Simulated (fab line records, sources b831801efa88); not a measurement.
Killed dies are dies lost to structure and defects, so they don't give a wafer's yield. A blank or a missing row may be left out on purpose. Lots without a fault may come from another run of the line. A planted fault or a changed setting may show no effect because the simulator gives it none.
fab line records | flow sky130
record lots=12 wafers=36 last_day=49
route steps=708 shown VIA1@460 METAL2@486 VIA2@509 PAD_OPEN@708
lots that met no fault: from a run of the same line without faults
start_h: hours from the record's first day to the start of the lot's first wafer shown | wait_h: hours since the lot's step before | " the same as in the row above | L1.1+2: a row that stands for several wafers | - no value, or no start given | * or withheld: withheld | < > ~ a bound
route shown NAME@n: a module of which the file shows steps, and the number in the route of the first | usual: mean/standard deviation of fault-free wafers | same: alike in all rows | chamber/n: place in a boat | sites: the reading at each site | _std_site: their standard deviation | _edge_site: outer sites' mean less inner sites' | radius_mm: how far each site lies from the wafer's centre | mask NAME#n: copy n | behind: the tool/chamber that last shaped the wafer | hold: why the lot was held/for how many hours/how that ended | device: the transistor (n, p or np) that didn't switch | end of line: the same wafers' tests at the end of the route | a step without rows: its recipe alone | killed: dies lost to structure and defects at the first sort, not the wafer's yield | map: a wafer's dies, x killed, . not, _ none there
set.NAME: the setting as run; set.NAME@STEP: as run at that earlier step | model.NAME: the simulator's own value behind a step, which no gauge read
steps of the route over a sample of lots; a table a step, a row a wafer
services: from which hour (start_h, from the record's first day; less than 0 if before it) a tool's chamber was out of use, for how many hours, and why
## steps
# step SKY_VIA1_CMP_02
# recipe material=SiO2 down_force_psi=4 platen_rpm=60 pad_velocity_m_s=0.94248
# usual motor_current_A=12.1/1.4
# columns lot.wafer tool chamber start_h wait_h motor_current_A
L102.3 cmp-01 1 774.88 0.0 12.3
L102.2 " 2 " " 9.0
L102.6 " 1 " " 12.2
L101.2 cmp-02 0 777.07 0.0 11.2
L101.1 " 2 " " 12.3
L101.5 " 0 " " 10.8
L104.2 cmp-01 0 788.82 0.1 13.2
L104.1 " 1 " " 11.9
L104.3 " 2 " " 10.2
L103.1 cmp-01 1 790.49 0.1 12.1
L103.2 " 2 " " 9.6
L103.6 " 2 " " 9.7
L109.3 cmp-01 0 828.27 0.1 13.1
L109.4 " 1 " " 12.0
L109.6 " 3 " " 13.1
L111.1 cmp-02 0 843.77 0.1 11.3
L111.4 " 2 " " 12.9
L111.6 " 3 " " 10.7
L112.4 cmp-02 0 847.32 0.1 10.7
L112.6 " 2 " " 13.1
L112.5 " 3 " " 11.4
L114.2 cmp-02 0 867.72 0.0 10.9
L114.1 " 1 " " 15.1
L114.4 " 2 " " 13.1
L115.3 cmp-02 1 880.00 0.0 14.1
L115.1 " 0 " " 10.9
L115.5 " 2 " " 12.7
L118.4 cmp-01 3 894.27 0.2 13.1
L118.5 " 0 " " 13.2
L118.6 " 1 " " 11.5
L120.1 cmp-02 0 903.55 0.1 11.1
L120.4 " 2 " " 12.5
L120.5 " 0 " " 11.1
L122.4 cmp-01 2 911.57 0.0 9.4
L122.3 " 0 " " 12.7
L122.5 " 2 " " 10.3
# step SKY_METAL2_SPUTTER_03
# recipe material=Ti target_thk_nm=5 power_w=3000 time_s=3.3 chamber_pressure_pa=0.4
# usual throttle_valve_pct=30.5/1
# columns lot.wafer tool chamber start_h wait_h throttle_valve_pct
L102.2 pvd_sputter-01 - 803.09 0.0 28.9
L102.3 " - " " 29.7
L102.6 " - " " 30.0
L101.1 pvd_sputter-04 - 804.48 0.0 32.3
L101.2 " - " " 31.3
L101.5 " - " " 31.1
L104.1 pvd_sputter-04 - 817.06 0.0 30.3
L104.2 " - " " 30.6
L104.3 " - " " 32.3
L103.1 pvd_sputter-04 - 818.19 0.0 30.2
L103.2 " - " " 32.4
L103.6 " - " " 31.2
L109.3 pvd_sputter-04 - 855.48 0.0 31.2
L109.4 " - " " 32.4
L109.6 " - " " 30.6
L111.1 pvd_sputter-01 - 871.05 0.0 30.4
L111.4 " - " " 29.5
L111.6 " - " " 28.8
L112.4 pvd_sputter-04 - 874.26 0.0 32.1
L112.5 " - " " 30.3
L112.6 " - " " 30.4
L114.1 pvd_sputter-04 - 895.29 0.0 30.2
L114.2 " - " " 31.4
L114.4 " - " " 32.1
L115.1 pvd_sputter-04 - 907.34 0.0 32.1
L115.3 " - " " 30.5
L115.5 " - " " 31.5
L118.4 pvd_sputter-03 - 920.73 0.0 30.8
L118.5 " - " " 29.9
L118.6 " - " " 28.5
L120.1 pvd_sputter-04 - 930.56 0.0 30.1
L120.4 " - " " 31.3
L120.5 " - " " 30.5
L122.3 pvd_sputter-03 - 938.14 0.0 28.3
L122.4 " - " " 31.2
L122.5 " - " " 30.8
# step SKY_METAL2_METAL_ETCH_19
# recipe target_depth_a=3600 stop_on=SiO2 over_etch_frac=0.3 time_s=78 chemistry=Cl2/BCl3 resist_sidewall_deg=88 pressure_mtorr=10 icp_w=900 bias_w=48.5 Cl2_flow_sccm=60 bcl3_flow_sccm=30
# usual drypump_motor_current_A=5.8/0.51 mfc_cl2_sccm=60.00/0.17 oes_product_au=0.854/0.006 throttle_valve_pct=22.264/0.0083
# columns lot.wafer tool chamber start_h wait_h drypump_motor_current_A mfc_cl2_sccm oes_product_au rf_hours_counter_h throttle_valve_pct
L102.2 rie_metal-01 0 829.34 0.0 5.7 59.99 0.845 4 22.261
L102.3 " 1 " " 5.9 59.90 0.853 - 22.261
L102.6 " 1 " " 5.9 60.20 0.851 - 22.263
L101.1 rie_metal-02 0 830.76 0.1 6.7 60.28 0.864 9 22.254
L101.2 " 0 " " 6.7 60.13 0.850 - 22.275
L101.5 " 0 " " 6.7 60.06 0.845 - 22.265
L104.1 rie_metal-02 0 843.48 0.1 6.7 60.09 0.854 11 22.263
L104.2 " 0 " " 6.7 59.91 0.863 - 22.272
L104.3 " 0 " " 6.7 60.02 0.854 - 22.265
L103.1 rie_metal-03 0 844.37 0.0 5.6 59.84 0.852 6 22.272
L103.2 " 1 " " 5.1 60.12 0.862 17 22.272
L103.6 " 0 " " 5.6 59.89 0.857 - 22.261
L109.3 rie_metal-01 1 882.55 0.1 5.9 60.04 0.862 - 22.251
L109.4 " 0 " " 5.7 59.74 0.854 - 22.256
L109.6 " 1 " " 5.9 60.11 0.861 - 22.252
L111.1 rie_metal-02 1 897.10 0.1 5.7 60.15 0.860 6 22.261
L111.4 " 0 " " 6.7 60.13 0.862 - 22.254
L111.6 " 1 " " 5.8 60.11 0.847 - 22.271
L112.4 rie_metal-01 0 900.02 0.1 5.7 60.29 0.863 - 22.277
L112.5 " 1 " " 5.8 59.96 0.866 - 22.263
L112.6 " 0 " " 5.7 59.95 0.849 - 22.272
L114.1 rie_metal-03 1 920.09 0.0 5.1 59.91 0.857 2 22.265
L114.2 " 0 " " 5.6 59.73 0.847 10 22.274
L114.4 " 1 " " 5.1 59.79 0.855 - 22.264
L115.1 rie_metal-01 1 931.62 0.0 5.9 60.16 0.849 7 22.268
L115.3 " 1 " " 5.9 60.05 0.849 - 22.256
L115.5 " 0 " " 5.7 60.28 0.856 - 22.268
L118.4 rie_metal-03 0 945.05 0.1 5.6 60.23 0.846 - 22.258
L118.5 " 0 " " 5.6 59.82 0.844 - 22.278
L118.6 " 1 " " 5.1 59.75 0.852 - 22.264
L120.1 rie_metal-02 0 956.02 0.0 6.7 60.23 0.850 16 22.264
L120.4 " 0 " " 6.7 60.24 0.854 - 22.261
L120.5 " 0 " " 6.7 60.37 0.856 - 22.260
L122.3 rie_metal-01 0 963.15 0.1 5.7 60.01 0.856 - 22.248
L122.4 " 1 " " 5.9 59.75 0.855 - 22.272
L122.5 " 0 " " 5.7 59.83 0.844 - 22.268
# step SKY_VIA2_CMP_02
# recipe material=SiO2 down_force_psi=4 platen_rpm=60 pad_velocity_m_s=0.94248
# usual motor_current_A=11.9/1.4
# columns lot.wafer tool chamber start_h wait_h motor_current_A
L102.2 cmp-01 0 830.25 0.0 12.5
L102.3 " 3 " " 13.3
L102.6 " 0 " " 12.8
L101.2 cmp-01 0 831.73 0.0 12.6
L101.1 " 3 " " 13.4
L101.5 " 1 " " 12.2
L104.3 cmp-01 0 844.45 0.0 12.1
L104.2 " 1 " " 11.8
L104.1 " 2 " " 9.4
L103.1 cmp-02 0 845.32 0.1 11.0
L103.2 " 2 " " 12.8
L103.6 " 0 " " 10.6
L109.4 cmp-01 1 883.39 0.0 12.2
L109.3 " 3 " " 11.9
L109.6 " 2 " " 9.6
L111.4 cmp-01 1 898.01 0.0 12.8
L111.1 " 3 " " 13.1
L111.6 " 1 " " 12.0
L112.4 cmp-02 0 900.96 0.1 11.0
L112.5 " 2 " " 12.8
L112.6 " 3 " " 10.6
L114.4 cmp-01 0 920.97 0.0 12.7
L114.1 " 2 " " 9.5
L114.2 " 3 " " 13.1
L115.3 cmp-01 0 932.54 0.1 12.9
L115.1 " 1 " " 13.0
L115.5 " 0 " " 12.1
L118.4 cmp-02 0 946.02 0.1 11.2
L118.6 " 2 " " 12.6
L118.5 " 3 " " 10.7
L120.1 cmp-02 3 956.94 0.1 11.0
L120.4 " 1 " " 14.7
L120.5 " 2 " " 12.3
L122.3 cmp-02 1 964.09 0.1 15.0
L122.4 " 2 " " 12.4
L122.5 " 0 " " 11.0
# step SKY_VIA2_ETCH_15
# recipe target=SiO2 chemistry=C4F8/O2/Ar target_depth_nm=546 stop_on=TiN mask_material=KrF-thick source_w=1485 bias_w=1200 pressure_mtorr=40 c4f8_flow_sccm=withheld O2_flow_sccm=6 Ar_flow_sccm=300 time_s=84
# usual oes_product_au=0.939/0.0044
# columns lot.wafer tool chamber start_h wait_h oes_product_au rf_hours_counter_h
L102.2 rie_diel-04 0 856.26 0.0 0.937 11
L102.3 " 3 " " 0.938 25
L102.6 " 0 " " 0.932 -
L101.1 rie_diel-02 3 857.39 0.0 0.936 2
L101.2 " 0 " " 0.932 7
L101.5 " 2 " " 0.946 -
L104.1 rie_diel-04 1 870.36 0.0 0.939 18
L104.2 " 2 " " 0.941 12
L104.3 " 0 " " 0.933 12
L103.1 rie_diel-02 3 870.99 0.0 0.938 2
L103.2 " 0 " " 0.940 7
L103.6 " 3 " " 0.942 -
L109.3 rie_diel-04 2 908.76 0.0 0.933 13
L109.4 " 0 " " 0.942 14
L109.6 " 2 " " 0.936 -
L111.1 rie_diel-02 0 923.62 0.0 0.940 9
L111.4 " 2 " " 0.941 22
L111.6 " 1 " " 0.938 -
L112.4 rie_diel-04 3 925.19 0.0 0.943 27
L112.5 " 0 " " 0.935 -
L112.6 " 1 " " 0.942 -
L114.1 rie_diel-02 3 946.63 0.0 0.937 5
L114.2 " 2 " " 0.935 23
L114.4 " 3 " " 0.934 -
L115.1 rie_diel-04 2 957.74 0.0 0.937 15
L115.3 " 1 " " 0.934 21
L115.5 " 1 " " 0.940 -
L118.4 rie_diel-02 1 970.74 0.0 0.940 -
L118.5 " 2 " " 0.943 -
L118.6 " 3 " " 0.937 -
L120.1 rie_diel-04 2 981.59 0.0 0.944 16
L120.4 " 3 " " 0.940 0
L120.5 " 2 " " 0.999 -
L122.3 rie_diel-02 1 988.32 0.0 0.938 14
L122.4 " 2 " " 0.976 24
L122.5 " 0 " " 0.946 -
# step SKY_PAD_OPEN_PROBE_99
# usual defect_limited_yield=82.5/2 killed_at_M0_to_M3=43/7.6 killed_at_M4_up=2.8/1.9 killed_at_contacts=24/4.7 killed_at_front_end=16/4.4 killed_at_other=0.2/0.4 killed_dies=86/9.9 killed_open=47/8.2 killed_short=39/6.3
# same gross_dies=492 killed_at_back_side=0
# columns lot.wafer tool chamber start_h wait_h defect_limited_yield[%] killed_at_M0_to_M3 killed_at_M4_up killed_at_contacts killed_at_front_end killed_at_other killed_dies killed_open killed_short
L102.2 prober-01 - 1083.83 0.1 86.0 35 1 24 9 0 69 44 25
L102.3 prober-01 - 1083.88 0.2 82.1 49 1 26 12 0 88 56 32
L102.6 prober-01 - 1084.03 0.2 84.8 39 1 21 14 0 75 43 32
L101.1 prober-02 - 1084.48 0.1 83.1 43 0 28 12 0 83 41 42
L101.2 prober-02 - 1084.53 0.1 82.1 41 3 26 17 1 88 44 44
L101.5 prober-02 - 1084.68 0.2 84.1 30 3 28 17 0 78 38 40
L104.1 prober-01 - 1095.13 0.1 82.3 34 3 33 17 0 87 48 39
L104.2 prober-01 - 1095.18 0.1 79.9 49 4 34 11 1 99 64 35
L104.3 prober-01 - 1095.23 0.2 83.3 37 4 27 14 0 82 52 30
L103.1 prober-02 - 1096.64 0.1 80.1 52 3 26 16 1 98 61 37
L103.2 prober-02 - 1096.69 0.1 82.1 49 4 23 12 0 88 41 47
L103.6 prober-02 - 1096.89 0.2 79.7 59 0 23 18 0 100 56 44
L109.3 prober-01 - 1125.33 0.2 80.5 50 4 25 17 0 96 61 35
L109.4 prober-01 - 1125.38 0.2 85.4 38 1 20 12 1 72 42 30
L109.6 prober-01 - 1125.48 0.2 79.9 46 3 30 20 0 99 58 41
L111.1 prober-01 - 1137.18 0.1 80.1 46 4 35 13 0 98 58 40
L111.4 prober-01 - 1137.33 0.2 83.9 38 4 20 16 1 79 29 50
L111.6 prober-01 - 1137.43 0.2 83.3 35 5 21 20 1 82 47 35
L112.4 prober-02 - 1138.68 0.2 86.2 41 3 15 9 0 68 33 35
L112.5 prober-02 - 1138.73 0.2 84.3 42 5 19 11 0 77 42 35
L112.6 prober-02 - 1138.78 0.2 82.1 47 1 25 15 0 88 58 30
L114.1 prober-02 - 1156.59 0.1 80.7 49 4 27 15 0 95 57 38
L114.2 prober-02 - 1156.64 0.1 83.1 35 1 28 18 1 83 47 36
L114.4 prober-02 - 1156.74 0.2 82.3 33 5 31 18 0 87 50 37
L115.1 prober-01 - 1162.88 0.1 83.1 35 3 27 18 0 83 44 39
L115.3 prober-01 - 1162.98 0.2 81.7 46 2 21 21 0 90 46 44
L115.5 prober-01 - 1163.08 0.2 81.3 53 4 17 18 0 92 46 46
L118.4 prober-02 - 1174.34 0.2 81.3 42 4 29 16 1 92 59 33
L118.5 prober-02 - 1174.39 0.2 76.8 61 3 29 20 1 114 61 53
L118.6 prober-02 - 1174.44 0.2 79.7 54 4 24 18 0 100 60 40
L120.1 prober-02 - 1179.30 0.1 82.1 47 0 19 22 0 88 55 33
L120.4 prober-02 - 1179.45 0.2 81.1 49 0 29 15 0 93 55 38
L120.5 prober-02 - 1179.50 0.2 84.6 29 3 26 18 0 76 40 36
L122.3 prober-02 - 1183.09 0.2 83.9 48 5 17 9 0 79 47 32
L122.4 prober-02 - 1183.14 0.2 82.9 42 2 27 12 1 84 41 43
L122.5 prober-02 - 1183.19 0.2 79.3 53 3 36 10 0 102 56 46
# killed by level:class
L102.2 CONTACT:geometric_particle:open=12 VIA1:geometric_particle:open=10 VIA2:geometric_particle:open=6 POLY_GATE:geometric_particle:open=5 METAL1:geometric_particle:short=5 CONTACT:geometric_particle:short=5 METAL3:geometric_particle:short=3 LI_CONTACT:geometric_particle:short=3
L102.3 LI_CONTACT:geometric_particle:open=12 VIA1:geometric_particle:open=12 VIA3:geometric_particle:open=12 VIA1:geometric_particle:short=6 VIA2:geometric_particle:open=6 CONTACT:geometric_particle:short=5 FIELD_ISO:geometric_particle:open=3 FIELD_ISO:geometric_particle:short=3
L102.6 CONTACT:geometric_particle:open=10 VIA1:geometric_particle:open=9 LI_CONTACT:geometric_particle:open=6 VIA2:geometric_particle:open=6 METAL2:geometric_particle:short=5 FIELD_ISO:geometric_particle:open=4 VIA3:geometric_particle:open=4 METAL1:geometric_particle:short=4
L101.1 VIA1:geometric_particle:open=10 METAL1:geometric_particle:short=9 CONTACT:geometric_particle:open=7 LOCAL_INTERCONNECT:geometric_particle:short=6 VIA2:geometric_particle:open=6 FIELD_ISO:geometric_particle:short=5 CONTACT:geometric_particle:short=5 VIA1:geometric_particle:short=5
L101.2 VIA1:geometric_particle:open=12 CONTACT:geometric_particle:open=10 VIA1:geometric_particle:short=9 LI_CONTACT:geometric_particle:open=6 FIELD_ISO:geometric_particle:open=5 CONTACT:geometric_particle:short=4 METAL1:geometric_particle:short=4 METAL2:geometric_particle:short=4
L101.5 LI_CONTACT:geometric_particle:open=9 LOCAL_INTERCONNECT:geometric_particle:short=7 FIELD_ISO:geometric_particle:short=6 LI_CONTACT:geometric_particle:short=6 VIA2:geometric_particle:open=6 CONTACT:geometric_particle:open=5 VIA3:geometric_particle:short=5 POLY_GATE:geometric_particle:open=4
L104.1 CONTACT:geometric_particle:open=14 VIA1:geometric_particle:open=9 LI_CONTACT:geometric_particle:open=8 FIELD_ISO:geometric_particle:open=6 METAL2:geometric_particle:short=6 POLY_GATE:geometric_particle:short=5 LOCAL_INTERCONNECT:geometric_particle:short=5 METAL1:geometric_particle:short=5
L104.2 VIA1:geometric_particle:open=18 LI_CONTACT:geometric_particle:open=12 VIA2:geometric_particle:open=9 CONTACT:geometric_particle:open=8 CONTACT:geometric_particle:short=7 VIA1:geometric_particle:short=7 LOCAL_INTERCONNECT:geometric_particle:short=6 VIA3:geometric_particle:open=6
L104.3 VIA1:geometric_particle:open=13 LI_CONTACT:geometric_particle:open=11 CONTACT:geometric_particle:open=8 VIA3:geometric_particle:open=6 CONTACT:geometric_particle:short=5 FIELD_ISO:geometric_particle:open=4 VIA1:geometric_particle:short=4 METAL1:geometric_particle:short=4
L103.1 LI_CONTACT:geometric_particle:open=11 VIA3:geometric_particle:open=10 VIA1:geometric_particle:open=9 CONTACT:geometric_particle:open=7 VIA2:geometric_particle:open=7 VIA3:geometric_particle:short=6 SPACER:geometric_particle:open=5 CONTACT:geometric_particle:short=5
L103.2 VIA1:geometric_particle:open=12 VIA3:geometric_particle:open=7 VIA2:geometric_particle:short=7 CONTACT:geometric_particle:open=6 LI_CONTACT:geometric_particle:open=6 VIA1:geometric_particle:short=6 LI_CONTACT:geometric_particle:short=5 VIA2:geometric_particle:open=5
L103.6 VIA1:geometric_particle:open=11 VIA3:geometric_particle:open=11 CONTACT:geometric_particle:open=9 VIA2:geometric_particle:open=8 VIA1:geometric_particle:short=7 CONTACT:geometric_particle:short=6 METAL1:geometric_particle:short=6 POLY_GATE:geometric_particle:open=5
L109.3 VIA1:geometric_particle:open=16 CONTACT:geometric_particle:open=9 VIA3:geometric_particle:open=8 LI_CONTACT:geometric_particle:open=7 VIA2:geometric_particle:open=7 METAL2:geometric_particle:short=6 FIELD_ISO:geometric_particle:open=5 LOCAL_INTERCONNECT:geometric_particle:short=4
L109.4 VIA3:geometric_particle:open=9 LI_CONTACT:geometric_particle:open=6 CONTACT:geometric_particle:open=6 VIA2:geometric_particle:open=6 FIELD_ISO:geometric_particle:short=5 VIA1:geometric_particle:open=5 CONTACT:geometric_particle:short=4 METAL1:geometric_particle:short=4
L109.6 CONTACT:geometric_particle:open=15 VIA3:geometric_particle:open=11 VIA1:geometric_particle:open=9 POLY_GATE:geometric_particle:open=7 METAL2:geometric_particle:short=7 VIA2:geometric_particle:open=7 VIA3:geometric_particle:short=6 LI_CONTACT:geometric_particle:short=5
L111.1 VIA1:geometric_particle:open=17 LI_CONTACT:geometric_particle:open=10 CONTACT:geometric_particle:open=10 CONTACT:geometric_particle:short=6 VIA2:geometric_particle:open=6 VIA3:geometric_particle:open=6 METAL2:geometric_particle:short=5 LI_CONTACT:geometric_particle:short=4
L111.4 METAL1:geometric_particle:short=12 LI_CONTACT:geometric_particle:open=6 CONTACT:geometric_particle:short=6 VIA1:geometric_particle:open=5 METAL2:geometric_particle:short=5 FIELD_ISO:geometric_particle:open=4 FIELD_ISO:geometric_particle:short=4 VIA3:geometric_particle:open=4
L111.6 CONTACT:geometric_particle:open=9 METAL1:geometric_particle:short=9 VIA1:geometric_particle:open=8 POLY_GATE:geometric_particle:open=7 VIA3:geometric_particle:open=6 FIELD_ISO:geometric_particle:short=5 LOCAL_INTERCONNECT:geometric_particle:short=5 FIELD_ISO:geometric_particle:open=4
L112.4 VIA1:geometric_particle:open=9 VIA1:geometric_particle:short=6 VIA3:geometric_particle:open=6 LI_CONTACT:geometric_particle:open=5 METAL2:geometric_particle:short=5 FIELD_ISO:geometric_particle:short=4 METAL1:geometric_particle:short=4 VIA2:geometric_particle:short=4
L112.5 VIA1:geometric_particle:open=9 VIA3:geometric_particle:open=9 CONTACT:geometric_particle:open=7 LI_CONTACT:geometric_particle:open=6 METAL2:geometric_particle:short=5 METAL4:geometric_particle:short=5 POLY_GATE:geometric_particle:open=4 METAL1:geometric_particle:short=4
L112.6 VIA2:geometric_particle:open=12 LI_CONTACT:geometric_particle:open=11 CONTACT:geometric_particle:open=10 VIA3:geometric_particle:open=9 VIA1:geometric_particle:open=8 METAL1:geometric_particle:short=7 FIELD_ISO:geometric_particle:open=4 METAL3:geometric_particle:short=4
L114.1 VIA1:geometric_particle:open=15 CONTACT:geometric_particle:open=11 LI_CONTACT:geometric_particle:open=8 METAL1:geometric_particle:short=6 VIA1:geometric_particle:short=6 METAL3:geometric_particle:short=5 VIA3:geometric_particle:open=5 METAL2:geometric_particle:short=4
L114.2 CONTACT:geometric_particle:open=12 LI_CONTACT:geometric_particle:open=7 POLY_GATE:geometric_particle:short=5 VIA2:geometric_particle:open=5 VIA1:geometric_particle:open=5 METAL2:geometric_particle:open=5 METAL1:geometric_particle:short=4 VIA1:geometric_particle:short=4
L114.4 CONTACT:geometric_particle:open=15 VIA1:geometric_particle:open=9 LI_CONTACT:geometric_particle:open=7 METAL1:geometric_particle:short=7 FIELD_ISO:geometric_particle:short=6 FIELD_ISO:geometric_particle:open=6 LI_CONTACT:geometric_particle:short=5 POLY_GATE:geometric_particle:short=3
L115.1 CONTACT:geometric_particle:open=9 LI_CONTACT:geometric_particle:open=7 METAL2:geometric_particle:short=7 FIELD_ISO:geometric_particle:short=6 VIA2:geometric_particle:open=6 LOCAL_INTERCONNECT:geometric_particle:open=5 METAL1:geometric_particle:short=5 FIELD_ISO:geometric_particle:open=3
L115.3 VIA1:geometric_particle:open=11 CONTACT:geometric_particle:open=8 VIA2:geometric_particle:open=6 VIA3:geometric_particle:open=6 FIELD_ISO:geometric_particle:open=5 POLY_GATE:geometric_particle:short=5 METAL1:geometric_particle:short=5 CONTACT:geometric_particle:short=5
L115.5 VIA1:geometric_particle:open=12 METAL2:geometric_particle:short=10 FIELD_ISO:geometric_particle:open=7 VIA2:geometric_particle:open=7 METAL1:geometric_particle:short=7 VIA3:geometric_particle:open=6 LI_CONTACT:geometric_particle:open=5 CONTACT:geometric_particle:open=5
L118.4 VIA1:geometric_particle:open=21 CONTACT:geometric_particle:open=10 LOCAL_INTERCONNECT:geometric_particle:short=7 FIELD_ISO:geometric_particle:open=5 LI_CONTACT:geometric_particle:short=5 LI_CONTACT:geometric_particle:open=5 POLY_GATE:geometric_particle:open=4 VIA3:geometric_particle:open=4
L118.5 VIA1:geometric_particle:open=21 CONTACT:geometric_particle:open=10 METAL2:geometric_particle:short=8 LI_CONTACT:geometric_particle:open=7 VIA3:geometric_particle:open=7 VIA2:geometric_particle:open=6 VIA2:geometric_particle:short=6 POLY_GATE:geometric_particle:short=5
L118.6 VIA1:geometric_particle:open=16 POLY_GATE:geometric_particle:open=9 CONTACT:geometric_particle:open=8 METAL2:geometric_particle:short=7 METAL1:geometric_particle:short=7 VIA2:geometric_particle:open=7 LI_CONTACT:geometric_particle:open=6 FIELD_ISO:geometric_particle:short=5
L120.1 VIA1:geometric_particle:open=15 CONTACT:geometric_particle:open=8 FIELD_ISO:geometric_particle:short=6 POLY_GATE:geometric_particle:open=6 VIA2:geometric_particle:open=6 VIA3:geometric_particle:open=6 LI_CONTACT:geometric_particle:open=5 FIELD_ISO:geometric_particle:open=4
L120.4 CONTACT:geometric_particle:open=16 VIA2:geometric_particle:open=13 VIA1:geometric_particle:open=11 POLY_GATE:geometric_particle:short=7 METAL2:geometric_particle:short=6 CONTACT:geometric_particle:short=5 METAL1:geometric_particle:short=5 VIA3:geometric_particle:open=5
L120.5 CONTACT:geometric_particle:open=8 LI_CONTACT:geometric_particle:open=7 CONTACT:geometric_particle:short=7 METAL2:geometric_particle:short=6 FIELD_ISO:geometric_particle:open=5 VIA1:geometric_particle:open=5 VIA2:geometric_particle:open=5 POLY_GATE:geometric_particle:open=4
L122.3 VIA1:geometric_particle:open=13 VIA3:geometric_particle:open=9 LI_CONTACT:geometric_particle:open=8 METAL2:geometric_particle:short=6 CONTACT:geometric_particle:open=5 METAL3:geometric_particle:short=5 VIA2:geometric_particle:short=4 METAL4:geometric_particle:short=4
L122.4 VIA1:geometric_particle:open=9 VIA3:geometric_particle:open=8 LOCAL_INTERCONNECT:geometric_particle:short=7 CONTACT:geometric_particle:open=7 METAL1:geometric_particle:short=6 CONTACT:geometric_particle:short=5 FIELD_ISO:geometric_particle:short=4 LI_CONTACT:geometric_particle:open=4
L122.5 VIA1:geometric_particle:open=14 CONTACT:geometric_particle:open=14 VIA3:geometric_particle:open=9 LI_CONTACT:geometric_particle:short=6 LI_CONTACT:geometric_particle:open=6 VIA1:geometric_particle:short=6 CONTACT:geometric_particle:short=5 METAL1:geometric_particle:short=5
## services
# columns tool chamber start_h hours kind
rie_diel-02 3 756.92 5.2 repair
rie_diel-04 2 783.55 2.1 repair
cmp-01 - 814.65 0.2 repair
rie_metal-02 1 825.42 20.6 repair
rie_diel-04 3 829.69 25.2 repair
cmp-02 - 834.68 5.2 pm
cmp-02 - 850.21 0.8 repair
rie_diel-02 - 853.64 2.8 pm
rie_metal-02 - 874.85 1.4 pm
cmp-02 - 887.40 0.2 repair
rie_diel-02 - 903.82 2.1 repair
rie_metal-02 0 909.89 3.1 repair
cmp-02 - 912.48 4.0 pm
rie_diel-04 - 919.24 2.1 repair
cmp-01 - 924.23 5.0 repair
rie_diel-02 0 934.14 39.1 repair
cmp-01 - 936.58 2.3 repair
cmp-01 - 942.03 5.7 pm
rie_diel-04 - 945.37 2.0 repair
cmp-01 - 948.46 5.9 pm
rie_diel-04 3 953.56 3.6 repair
rie_metal-01 1 957.15 4.1 repair
rie_diel-04 1 965.21 6.9 repair
cmp-02 - 981.41 1.8 repair
## key
first_sign step=SKY_VIA2_ETCH_15 reading=oes_product_au direction=up sigmas=11 usual=0.939 struck=0.988
effect none on later readings
met_at SKY_VIA2_CMP_02
struck_lots L120,L122
struck_wafers L120.5,L122.4
not_acting_at SKY_VIA1_CMP_02,SKY_METAL2_SPUTTER_03,SKY_METAL2_METAL_ETCH_19
onset_between 946.02 956.94
fault kind=process_parameter_drift tool=cmp-02 chamber=2 onset_h=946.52 steps=SKY_VIA2_CMP_02 channel=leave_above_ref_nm offset=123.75 shape=step end_h=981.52 acts_in=these_recipes_only stated=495
